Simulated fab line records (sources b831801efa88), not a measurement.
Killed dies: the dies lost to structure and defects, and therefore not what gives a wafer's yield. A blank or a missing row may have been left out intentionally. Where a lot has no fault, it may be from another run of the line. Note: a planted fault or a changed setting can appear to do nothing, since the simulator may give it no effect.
fab line records	flow sky130
record lots=24	wafers=72	last_day=50
route steps=708 shown SONOS_ONO@169 POLY_GATE@229 SD_N@350 METAL1@437 CAP2M@616 PASSIVATION@683
lots that met no fault: from a run of the same line without faults
start_h: the number of hours between the record's first day and the start of the first shown wafer of the lot	wait_h: hours since the lot's step before	" unchanged from the row above	L1.1+2: a row that stands for several wafers	- value missing, or start not given	* or withheld: withheld	< > ~ a bound
route shown NAME@n: names a module that has steps shown in the file, with the first one's number in the route	usual: average and standard deviation across the fault-free wafers	same: alike in all rows	chamber/n: place in a boat	sites: per-site readings	_std_site: the standard deviation of these	_edge_site: inner sites' mean taken away from outer sites' mean	radius_mm: for every site, how far away it sits from the centre of the wafer	mask NAME#n: copy n	behind: tool/chamber where the wafer was last shaped	hold: why the lot was held/for how many hours/how that ended	device: the transistor (n, p or np) that didn't switch	end of line: the same wafers' tests at the end of the route	a step without rows: its recipe alone	killed: at the first sort, the dies lost to defects and structure; wafer yield is something else	map: shows each die of a wafer: x if killed, . if not, _ if none is there
set.NAME: the run value of the setting; set.NAME@STEP: its run value at that earlier step	model.NAME: the simulator's own value behind a step, which no gauge read
one table for each step of the route and one row for each wafer, over a sample of lots
services: from which hour (start_h, from the record's first day; less than 0 if before it) a tool's chamber was out of use, for how many hours, and why
## steps
# step SKY_SONOS_ONO_THK_MEAS_01
# recipe reads=SiO2_of_SONOS_ONO_OXIDATION_00
# usual SONOS_ONO_OXIDATION_THK=2.60/0.06
lot.wafer	tool	chamber	start_h	wait_h	SONOS_ONO_OXIDATION_THK[nm]
L074.2	film_metro-03	-	245.10	0.0	2.56
L074.3	"	-	"	"	2.61
L074.5	"	-	"	"	2.55
L075.2	film_metro-03	-	246.45	0.0	2.69
L075.4	"	-	"	"	2.66
L075.5	"	-	"	"	2.68
L076.1	film_metro-01	-	262.18	0.0	2.54
L076.4	"	-	"	"	2.51
L076.5	"	-	"	"	2.59
L077.1	film_metro-04	-	283.94	0.0	2.59
L077.2	"	-	"	"	2.52
L077.3	"	-	"	"	2.64
L078.1	film_metro-01	-	286.37	0.0	2.66
L078.3	"	-	"	"	2.63
L078.6	"	-	"	"	2.67
L080.2	film_metro-01	-	302.07	0.0	2.56
L080.5	"	-	"	"	2.52
L080.6	"	-	"	"	2.47
L079.3	film_metro-04	-	302.08	0.0	2.54
L079.5	"	-	"	"	2.50
L079.6	"	-	"	"	2.53
L081.2	film_metro-03	-	309.83	0.0	2.57
L081.4	"	-	"	"	2.58
L081.6	"	-	"	"	2.62
L082.1	film_metro-01	-	315.68	0.0	2.67
L082.2	"	-	"	"	2.66
L082.3	"	-	"	"	2.74
L083.1	film_metro-03	-	320.09	0.0	2.62
L083.4	"	-	"	"	2.59
L083.5	"	-	"	"	2.58
L084.2	film_metro-04	-	331.21	0.0	2.58
L084.4	"	-	"	"	2.59
L084.5	"	-	"	"	2.60
L085.3	film_metro-01	-	336.52	0.0	2.51
L085.4	"	-	"	"	2.53
L085.5	"	-	"	"	2.46
L086.1	film_metro-04	-	344.45	0.0	2.68
L086.2	"	-	"	"	2.67
L086.4	"	-	"	"	2.64
L087.4	film_metro-04	-	350.72	0.0	2.57
L087.5	"	-	"	"	2.52
L087.6	"	-	"	"	2.58
L088.1	film_metro-04	-	358.44	0.0	2.68
L088.5	"	-	"	"	2.72
L088.6	"	-	"	"	2.66
L089.2	film_metro-03	-	360.97	0.0	2.62
L089.4	"	-	"	"	2.57
L089.5	"	-	"	"	2.58
L090.1	film_metro-04	-	372.96	0.0	2.72
L090.2	"	-	"	"	2.70
L090.6	"	-	"	"	2.71
L091.1	film_metro-01	-	380.77	0.0	2.59
L091.3	"	-	"	"	2.61
L091.5	"	-	"	"	2.63
L092.2	film_metro-01	-	391.51	0.0	2.57
L092.3	"	-	"	"	2.61
L092.4	"	-	"	"	2.54
L093.1	film_metro-01	-	404.51	0.0	2.61
L093.4	"	-	"	"	2.56
L093.5	"	-	"	"	2.65
L095.2	film_metro-04	-	427.57	0.0	2.58
L095.5	"	-	"	"	2.49
L095.6	"	-	"	"	2.55
L094.1	film_metro-03	-	431.10	0.0	2.64
L094.4	"	-	"	"	2.59
L094.5	"	-	"	"	2.58
L096.1	film_metro-04	-	431.10	0.0	2.55
L096.3	"	-	"	"	2.60
L096.5	"	-	"	"	2.64
L097.2	film_metro-03	-	436.04	0.0	2.58
L097.3	"	-	"	"	2.59
L097.5	"	-	"	"	2.59
# step SKY_POLY_GATE_ETCH_15
# recipe chemistry=N2/H2	target=BARC	ion_energy_ev=200	source_w=500	bias_w=100	pressure_mtorr=30	n2_flow_sccm=100	h2_flow_sccm=200	stop_on=SiO2	time_s=118.5	target_depth_a=1100
# usual drypump_motor_current_A=5.6/0.51	oes_product_au=0.716/0.0047	throttle_valve_pct=13.213/0.0089
lot.wafer	tool	chamber	start_h	wait_h	drypump_motor_current_A	oes_product_au	rf_hours_counter_h	throttle_valve_pct
L075.2	rie_diel-02	3	362.71	0.0	5.7	0.724	105	13.210
L075.4	"	2	"	"	6.2	0.709	82	13.219
L075.5	"	2	"	"	6.2	0.708	-	13.217
L074.2	rie_diel-01	2	363.92	0.0	5.5	0.718	94	13.222
L074.3	"	0	"	"	5.5	0.714	58	13.222
L074.5	"	2	"	"	5.5	0.715	-	13.217
L076.1	rie_diel-02	2	377.93	0.0	6.2	0.712	83	13.209
L076.4	"	1	"	"	5.2	0.715	50	13.217
L076.5	"	1	"	"	5.3	0.717	-	13.222
L077.1	rie_diel-01	1	402.77	0.0	5.0	0.723	36	13.207
L077.2	"	0	"	"	5.5	0.716	59	13.203
L077.3	"	3	"	"	6.2	0.715	15	13.189
L078.1	rie_diel-01	0	405.52	0.0	5.5	0.718	59	13.207
L078.3	"	3	"	"	6.2	0.713	15	13.215
L078.6	"	2	"	"	5.5	0.712	-	13.213
L080.2	rie_diel-02	2	423.98	0.0	6.3	0.718	84	13.216
L080.5	"	0	"	"	5.0	0.724	-	13.225
L080.6	"	2	"	"	6.2	0.711	-	13.218
L079.3	rie_diel-03	2	424.33	0.0	5.1	0.719	98	13.227
L079.5	"	1	"	"	5.6	0.718	-	13.222
L079.6	"	2	"	"	5.1	0.715	-	13.213
L081.2	rie_diel-03	0	432.26	0.0	6.6	0.718	13	13.210
L081.4	"	1	"	"	5.5	0.716	103	13.220
L081.6	"	1	"	"	5.5	0.710	-	13.224
L082.1	rie_diel-03	1	438.28	0.0	5.5	0.716	103	13.196
L082.2	"	0	"	"	6.7	0.711	13	13.205
L082.3	"	2	"	"	5.1	0.712	99	13.205
L083.1	rie_diel-03	0	450.66	0.0	6.6	0.720	14	13.201
L083.4	"	2	"	"	5.1	0.717	-	13.209
L083.5	"	0	"	"	6.6	0.707	-	13.219
L084.2	rie_diel-01	0	463.66	0.0	5.6	0.708	60	13.206
L084.4	"	3	"	"	6.2	0.712	16	13.217
L084.5	"	2	"	"	5.5	0.719	-	13.205
L085.3	rie_diel-03	2	464.92	0.0	5.1	0.711	99	13.214
L085.4	"	0	"	"	6.6	0.713	-	13.205
L085.5	"	3	"	"	5.5	0.713	-	13.217
L086.1	rie_diel-02	1	476.37	0.0	5.3	0.720	52	13.204
L086.2	"	3	"	"	5.7	0.714	1	13.212
L086.4	"	2	"	"	6.2	0.715	85	13.193
L087.4	rie_diel-03	1	486.16	0.0	5.5	0.718	0	13.204
L087.5	"	1	"	"	5.5	0.724	-	13.230
L087.6	"	0	"	"	6.6	0.715	-	13.203
L088.1	rie_diel-01	1	493.97	0.0	5.0	0.710	38	13.207
L088.5	"	1	"	"	5.0	0.719	-	13.217
L088.6	"	3	"	"	6.2	0.714	-	13.212
L089.2	rie_diel-02	3	495.11	0.0	5.7	0.712	1	13.218
L089.4	"	2	"	"	6.2	0.721	85	13.225
L089.5	"	0	"	"	5.0	0.715	-	13.209
L090.1	rie_diel-02	1	506.17	0.0	5.3	0.717	53	13.210
L090.2	"	3	"	"	5.7	0.721	1	13.203
L090.6	"	1	"	"	5.3	0.708	-	13.209
L091.1	rie_diel-03	1	514.26	0.0	5.5	0.715	1	13.229
L091.3	"	0	"	"	6.6	0.714	15	13.226
L091.5	"	1	"	"	5.5	0.716	-	13.216
L092.2	rie_diel-02	3	528.71	0.0	5.7	0.720	2	13.207
L092.3	"	0	"	"	5.0	0.712	81	13.216
L092.4	"	3	"	"	5.7	0.707	-	13.218
L093.1	rie_diel-01	3	554.62	0.0	6.2	0.726	18	13.213
L093.4	"	2	"	"	5.5	0.718	1	13.212
L093.5	"	2	"	"	5.5	0.724	-	13.202
L096.1	rie_diel-03	2	564.86	0.0	5.1	0.724	1	13.221
L096.3	"	1	"	"	5.5	0.718	2	13.204
L096.5	"	1	"	"	5.5	0.719	-	13.203
L095.2	rie_diel-02	3	566.11	0.0	5.7	0.722	2	13.226
L095.5	"	1	"	"	5.3	0.714	-	13.226
L095.6	"	3	"	"	5.7	0.715	-	13.212
L094.1	rie_diel-01	2	567.06	0.0	5.4	0.714	2	13.219
L094.4	"	0	"	"	5.6	0.718	62	13.211
L094.5	"	0	"	"	5.6	0.722	-	13.205
L097.2	rie_diel-02	0	571.37	0.0	5.0	0.716	82	13.204
L097.3	"	1	"	"	5.2	0.716	54	13.214
L097.5	"	1	"	"	5.2	0.712	-	13.224
# step SKY_SD_N_OVL_MEAS_08
# usual SD_N_OVL=0.0/1.4
lot.wafer	tool	chamber	start_h	wait_h	SD_N_OVL[nm]
L075.2	overlay-01	-	636.19	0.1	0.3
L075.4	"	-	"	"	0.2
L075.5	"	-	"	"	1.5
L074.2	overlay-01	-	638.34	0.1	-0.5
L074.3	"	-	"	"	-0.8
L074.5	"	-	"	"	-2.8
L076.1	overlay-02	-	655.93	0.1	3.1
L076.4	"	-	"	"	1.4
L076.5	"	-	"	"	2.1
L077.1	overlay-02	-	675.78	0.1	0.3
L077.2	"	-	"	"	4.0
L077.3	"	-	"	"	1.2
L078.1	overlay-01	-	684.08	0.1	2.5
L078.3	"	-	"	"	-0.9
L078.6	"	-	"	"	0.6
L080.2	overlay-02	-	695.49	0.1	0.8
L080.5	"	-	"	"	0.7
L080.6	"	-	"	"	2.0
L079.3	overlay-01	-	697.20	0.1	-0.3
L079.5	"	-	"	"	-0.8
L079.6	"	-	"	"	0.9
L081.2	overlay-02	-	704.24	0.1	0.2
L081.4	"	-	"	"	2.6
L081.6	"	-	"	"	-0.5
L082.1	overlay-01	-	707.28	0.1	0.4
L082.2	"	-	"	"	0.9
L082.3	"	-	"	"	1.9
L083.1	overlay-01	-	720.14	0.1	-0.5
L083.4	"	-	"	"	0.4
L083.5	"	-	"	"	-1.0
L084.2	overlay-01	-	733.09	0.1	-1.2
L084.4	"	-	"	"	-2.3
L084.5	"	-	"	"	-0.5
L085.3	overlay-01	-	734.90	0.1	1.3
L085.4	"	-	"	"	-0.2
L085.5	"	-	"	"	-1.2
L086.1	overlay-01	-	744.49	0.1	2.0
L086.2	"	-	"	"	2.1
L086.4	"	-	"	"	0.7
L087.4	overlay-01	-	752.75	0.1	-0.8
L087.5	"	-	"	"	0.1
L087.6	"	-	"	"	-2.0
L088.1	overlay-02	-	757.53	0.1	-0.4
L088.5	"	-	"	"	1.7
L088.6	"	-	"	"	0.9
L089.2	overlay-02	-	758.84	0.1	1.2
L089.4	"	-	"	"	1.8
L089.5	"	-	"	"	2.7
L090.1	overlay-01	-	769.90	0.1	0.3
L090.2	"	-	"	"	-1.3
L090.6	"	-	"	"	-0.9
L091.1	overlay-02	-	775.68	0.1	-1.5
L091.3	"	-	"	"	-4.3
L091.5	"	-	"	"	-1.1
L092.2	overlay-02	-	789.09	0.1	-2.0
L092.3	"	-	"	"	-1.7
L092.4	"	-	"	"	-1.1
L093.1	overlay-01	-	811.44	0.1	0.0
L093.4	"	-	"	"	-1.3
L093.5	"	-	"	"	-0.4
L095.2	overlay-01	-	819.49	0.1	0.6
L095.5	"	-	"	"	-0.4
L095.6	"	-	"	"	-1.1
L096.1	overlay-01	-	820.18	0.1	-1.3
L096.3	"	-	"	"	-2.0
L096.5	"	-	"	"	-0.9
L094.1	overlay-01	-	823.68	0.1	1.9
L094.4	"	-	"	"	0.2
L094.5	"	-	"	"	1.1
L097.2	overlay-01	-	826.69	0.1	-0.9
L097.3	"	-	"	"	-0.6
L097.5	"	-	"	"	-0.3
# step SKY_METAL1_SPUTTER_03
# recipe material=Ti	target_thk_nm=5	power_w=3000	time_s=3.3	chamber_pressure_pa=0.4
# usual throttle_valve_pct=30.0/1.2
lot.wafer	tool	chamber	start_h	wait_h	throttle_valve_pct
L075.2	pvd_sputter-02	-	726.67	0.0	31.8
L075.4	"	-	"	"	31.0
L075.5	"	-	"	"	31.1
L074.2	pvd_sputter-03	-	729.65	0.0	30.1
L074.3	"	-	"	"	27.6
L074.5	"	-	"	"	29.4
L076.1	pvd_sputter-02	-	745.69	0.0	32.1
L076.4	"	-	"	"	28.6
L076.5	"	-	"	"	32.2
L077.1	pvd_sputter-02	-	764.80	0.0	30.5
L077.2	"	-	"	"	30.7
L077.3	"	-	"	"	31.9
L078.1	pvd_sputter-03	-	772.40	0.0	29.7
L078.3	"	-	"	"	29.1
L078.6	"	-	"	"	27.9
L080.2	pvd_sputter-01	-	783.49	0.0	29.1
L080.5	"	-	"	"	30.7
L080.6	"	-	"	"	30.9
L079.3	pvd_sputter-03	-	784.02	0.0	29.8
L079.5	"	-	"	"	29.6
L079.6	"	-	"	"	27.9
L081.2	pvd_sputter-03	-	790.96	0.0	27.5
L081.4	"	-	"	"	29.3
L081.6	"	-	"	"	27.8
L082.1	pvd_sputter-01	-	794.26	0.0	31.0
L082.2	"	-	"	"	29.6
L082.3	"	-	"	"	31.0
L083.1	pvd_sputter-03	-	805.86	0.0	29.6
L083.4	"	-	"	"	27.7
L083.5	"	-	"	"	30.4
L084.2	pvd_sputter-02	-	817.85	0.0	30.8
L084.4	"	-	"	"	28.5
L084.5	"	-	"	"	32.4
L085.3	pvd_sputter-02	-	819.61	0.0	32.1
L085.4	"	-	"	"	30.8
L085.5	"	-	"	"	30.8
L086.1	pvd_sputter-01	-	831.20	0.0	29.8
L086.2	"	-	"	"	31.0
L086.4	"	-	"	"	31.1
L087.4	pvd_sputter-03	-	837.58	0.0	29.9
L087.5	"	-	"	"	27.5
L087.6	"	-	"	"	29.5
L088.1	pvd_sputter-03	-	843.23	0.0	29.8
L088.5	"	-	"	"	29.5
L088.6	"	-	"	"	30.3
L089.2	pvd_sputter-02	-	843.88	0.0	30.3
L089.4	"	-	"	"	28.6
L089.5	"	-	"	"	30.5
L090.1	pvd_sputter-02	-	854.56	0.0	28.4
L090.2	"	-	"	"	32.1
L090.6	"	-	"	"	30.8
L091.1	pvd_sputter-01	-	859.91	0.0	29.0
L091.3	"	-	"	"	31.0
L091.5	"	-	"	"	31.3
L092.2	pvd_sputter-02	-	874.07	0.0	28.5
L092.3	"	-	"	"	30.2
L092.4	"	-	"	"	32.1
L093.1	pvd_sputter-02	-	895.22	0.0	30.8
L093.4	"	-	"	"	28.6
L093.5	"	-	"	"	30.5
L095.2	pvd_sputter-01	-	903.20	0.0	29.6
L095.5	"	-	"	"	30.9
L095.6	"	-	"	"	29.5
L096.1	pvd_sputter-01	-	903.96	0.0	29.4
L096.3	"	-	"	"	29.6
L096.5	"	-	"	"	30.9
L094.1	pvd_sputter-01	-	906.01	0.0	29.2
L094.4	"	-	"	"	29.5
L094.5	"	-	"	"	30.7
L097.2	pvd_sputter-02	-	910.17	0.0	28.4
L097.3	"	-	"	"	30.5
L097.5	"	-	"	"	30.7
# step SKY_CAP2M_METAL_ETCH_13
# recipe target_depth_nm=220	stop_on=SiO2	chemistry=Cl2/BCl3	target=TiN	pressure_mtorr=10	icp_w=900	bias_w=48.5	Cl2_flow_sccm=60	bcl3_flow_sccm=30	time_s=62.9
# usual drypump_motor_current_A=5.73/0.2	oes_product_au=0.943/0.01	throttle_valve_pct=21.901/0.011
lot.wafer	tool	chamber	start_h	wait_h	drypump_motor_current_A	oes_product_au	rf_hours_counter_h	throttle_valve_pct
L075.2	rie_metal-01	0	943.95	0.0	5.66	0.949	9	21.892
L075.4	"	1	"	"	5.72	0.960	-	21.897
L075.5	"	0	"	"	5.69	0.943	-	21.902
L074.2	rie_metal-01	0	947.04	0.0	5.69	0.932	9	21.897
L074.3	"	1	"	"	5.76	0.958	-	21.907
L074.5	"	1	"	"	5.76	0.927	-	21.905
L076.1	rie_metal-02	1	961.79	0.0	6.17	0.955	17	21.900
L076.4	"	0	"	"	5.66	0.930	-	21.904
L076.5	"	1	"	"	6.15	0.932	-	21.916
L077.1	rie_metal-02	1	977.69	0.0	6.12	0.945	18	21.889
L077.2	"	0	"	"	5.67	0.954	4	21.906
L077.3	"	0	"	"	5.68	0.936	-	21.900
L078.1	rie_metal-02	0	986.85	0.0	5.65	0.954	4	21.889
L078.3	"	0	"	"	5.70	0.947	-	21.892
L078.6	"	0	"	"	5.71	0.953	-	21.908
L080.2	rie_metal-03	1	993.78	0.0	5.78	0.913	-	21.916
L080.5	"	1	"	"	5.78	0.918	-	21.919
L080.6	"	1	"	"	5.81	0.927	-	21.919
L079.3	rie_metal-02	0	995.26	0.0	5.64	0.954	-	21.889
L079.5	"	1	"	"	6.16	0.949	-	21.890
L079.6	"	0	"	"	5.64	0.941	-	21.910
L081.2	rie_metal-03	1	1001.47	0.0	5.73	0.941	-	21.907
L081.4	"	1	"	"	5.75	0.937	-	21.887
L081.6	"	1	"	"	5.77	0.934	-	21.901
L082.1	rie_metal-01	0	1004.71	0.0	5.67	0.950	12	21.900
L082.2	"	1	"	"	5.77	0.952	9	21.886
L082.3	"	0	"	"	5.68	0.961	-	21.877
L083.1	rie_metal-01	0	1015.89	0.0	5.68	0.949	12	21.904
L083.4	"	1	"	"	5.76	0.915	-	21.934
L083.5	"	1	"	"	5.74	0.931	-	21.928
L084.2	rie_metal-02	0	1024.63	0.0	5.67	0.952	-	21.907
L084.4	"	0	"	"	5.70	0.952	-	21.897
L084.5	"	0	"	"	5.68	0.955	-	21.878
L085.3	rie_metal-03	1	1026.73	0.0	5.77	0.936	-	21.885
L085.4	"	0	"	"	5.39	0.944	-	21.896
L085.5	"	0	"	"	5.37	0.927	-	21.916
L086.1	rie_metal-03	1	1037.90	0.0	5.74	0.938	6	21.909
L086.2	"	0	"	"	5.39	0.946	1	21.898
L086.4	"	0	"	"	5.39	0.918	-	21.911
L087.4	rie_metal-01	0	1041.72	0.0	5.71	0.943	-	21.898
L087.5	"	1	"	"	5.73	0.948	-	21.885
L087.6	"	0	"	"	5.71	0.948	-	21.888
L088.1	rie_metal-02	1	1046.26	0.0	6.14	0.942	0	21.917
L088.5	"	0	"	"	5.71	0.957	-	21.889
L088.6	"	1	"	"	6.18	0.942	-	21.902
L089.2	rie_metal-01	1	1048.00	0.0	5.75	0.947	12	21.895
L089.4	"	0	"	"	5.72	0.946	-	21.907
L089.5	"	0	"	"	5.70	0.936	-	21.899
L090.1	rie_metal-01	0	1055.89	0.0	5.68	0.938	15	21.898
L090.2	"	1	"	"	5.75	0.942	12	21.896
L090.6	"	1	"	"	5.76	0.947	-	21.901
L091.1	rie_metal-02	0	1061.41	0.0	5.65	0.945	9	21.905
L091.3	"	0	"	"	5.69	0.948	-	21.909
L091.5	"	1	"	"	6.15	0.948	-	21.900
L092.2	rie_metal-03	0	1072.49	0.0	5.39	0.955	5	21.903
L092.3	"	1	"	"	5.74	0.942	-	21.919
L092.4	"	0	"	"	5.40	0.933	-	21.896
L093.1	rie_metal-01	1	1091.14	0.0	5.73	0.941	15	21.912
L093.4	"	1	"	"	5.74	0.927	-	21.902
L093.5	"	0	"	"	5.66	0.942	-	21.899
L095.2	rie_metal-03	0	1096.41	0.0	5.38	0.954	7	21.882
L095.5	"	1	"	"	5.73	0.951	-	21.884
L095.6	"	0	"	"	5.40	0.947	-	21.888
L096.1	rie_metal-03	0	1097.25	0.0	5.37	0.948	7	21.885
L096.3	"	0	"	"	5.38	0.957	-	21.881
L096.5	"	0	"	"	5.39	0.938	-	21.915
L094.1	rie_metal-03	1	1099.19	0.0	5.78	0.943	9	21.897
L094.4	"	0	"	"	5.41	0.924	-	21.914
L094.5	"	1	"	"	5.79	0.928	-	21.920
L097.2	rie_metal-03	0	1102.84	0.0	5.40	0.946	7	21.888
L097.3	"	1	"	"	5.77	0.952	-	21.893
L097.5	"	1	"	"	5.75	0.951	-	21.889
# step SKY_PASSIVATION_CVD_02
# recipe material=Si3N4	target_thk_nm=540	temp_c=400	time_s=withheld	rf_w=450
# usual heater_power_w=755/80
lot.wafer	tool	chamber	start_h	wait_h	heater_power_w
L075.2	pecvd-02	0	1017.52	0.0	686
L075.4	"	0	"	"	715
L075.5	"	0	"	"	729
L074.2	pecvd-04	2	1022.40	0.0	686
L074.3	"	0	"	"	785
L074.5	"	1	"	"	884
L076.1	pecvd-02	2	1035.98	0.1	806
L076.4	"	1	"	"	711
L076.5	"	2	"	"	817
L077.1	pecvd-02	1	1051.34	0.1	709
L077.2	"	2	"	"	726
L077.3	"	0	"	"	769
L078.1	pecvd-03	1	1060.38	0.1	760
L078.3	"	2	"	"	590
L078.6	"	0	"	"	612
L080.2	pecvd-04	0	1064.88	0.0	831
L080.5	"	1	"	"	916
L080.6	"	2	"	"	814
L079.3	pecvd-04	2	1067.09	0.0	738
L079.5	"	0	"	"	773
L079.6	"	2	"	"	778
L081.2	pecvd-02	2	1072.25	0.0	790
L081.4	"	2	"	"	829
L081.6	"	0	"	"	717
L082.1	pecvd-04	2	1075.76	0.1	774
L082.2	"	1	"	"	868
L082.3	"	0	"	"	778
L083.1	pecvd-03	2	1085.82	0.1	689
L083.4	"	2	"	"	712
L083.5	"	0	"	"	753
L084.2	pecvd-03	0	1093.57	0.0	713
L084.4	"	0	"	"	748
L084.5	"	1	"	"	646
L085.3	pecvd-02	0	1096.00	0.0	729
L085.4	"	2	"	"	774
L085.5	"	0	"	"	763
L086.1	pecvd-02	0	1106.37	0.1	694
L086.2	"	2	"	"	764
L086.4	"	0	"	"	720
L087.4	pecvd-04	0	1108.94	0.1	850
L087.5	"	1	"	"	903
L087.6	"	2	"	"	804
L088.1	pecvd-04	1	1112.12	0.1	872
L088.5	"	2	"	"	759
L088.6	"	0	"	"	747
L089.2	pecvd-04	0	1115.25	0.0	731
L089.4	"	2	"	"	674
L089.5	"	1	"	"	836
L090.1	pecvd-02	0	1121.71	0.1	663
L090.2	"	2	"	"	771
L090.6	"	2	"	"	783
L091.1	pecvd-02	1	1127.70	0.1	676
L091.3	"	2	"	"	707
L091.5	"	1	"	"	702
L092.2	pecvd-04	2	1138.34	0.0	715
L092.3	"	0	"	"	851
L092.4	"	1	"	"	751
L093.1	pecvd-04	1	1153.11	0.1	863
L093.4	"	1	"	"	920
L093.5	"	2	"	"	671
L095.2	pecvd-02	2	1157.46	0.0	824
L095.5	"	0	"	"	728
L095.6	"	1	"	"	591
L096.1	pecvd-04	1	1158.57	0.1	926
L096.3	"	2	"	"	820
L096.5	"	1	"	"	950
L094.1	pecvd-02	2	1159.91	0.1	706
L094.4	"	1	"	"	638
L094.5	"	2	"	"	738
L097.2	pecvd-04	2	1163.55	0.0	770
L097.3	"	0	"	"	799
L097.5	"	0	"	"	830
## services
tool	chamber	start_h	hours	kind
pecvd-02	1	342.97	2.4	repair
pecvd-02	-	369.76	2.8	pm
pecvd-02	1	390.37	5.5	repair
pecvd-04	-	398.22	0.5	repair
pecvd-02	-	421.51	2.3	repair
pecvd-04	0	430.91	8.4	repair
pecvd-02	-	454.64	6.0	pm
pecvd-02	1	468.93	10.0	repair
pecvd-02	2	478.29	21.4	repair
pvd_sputter-02	-	513.87	0.5	repair
pecvd-02	0	520.32	6.6	repair
pecvd-04	-	529.78	2.8	pm
pecvd-02	0	547.74	6.1	repair
pecvd-02	-	564.52	0.3	repair
pecvd-02	2	571.37	11.9	repair
pvd_sputter-02	-	576.49	9.8	repair
pecvd-04	-	741.43	0.7	repair
pecvd-04	-	865.14	0.4	repair
pecvd-04	-	922.21	0.4	repair
pecvd-04	-	927.76	6.0	pm
pecvd-04	-	1053.31	2.7	repair
pecvd-04	-	1057.36	0.8	pm
pecvd-04	-	1153.58	0.6	repair
pecvd-04	-	1156.03	0.6	repair
## key
fault none
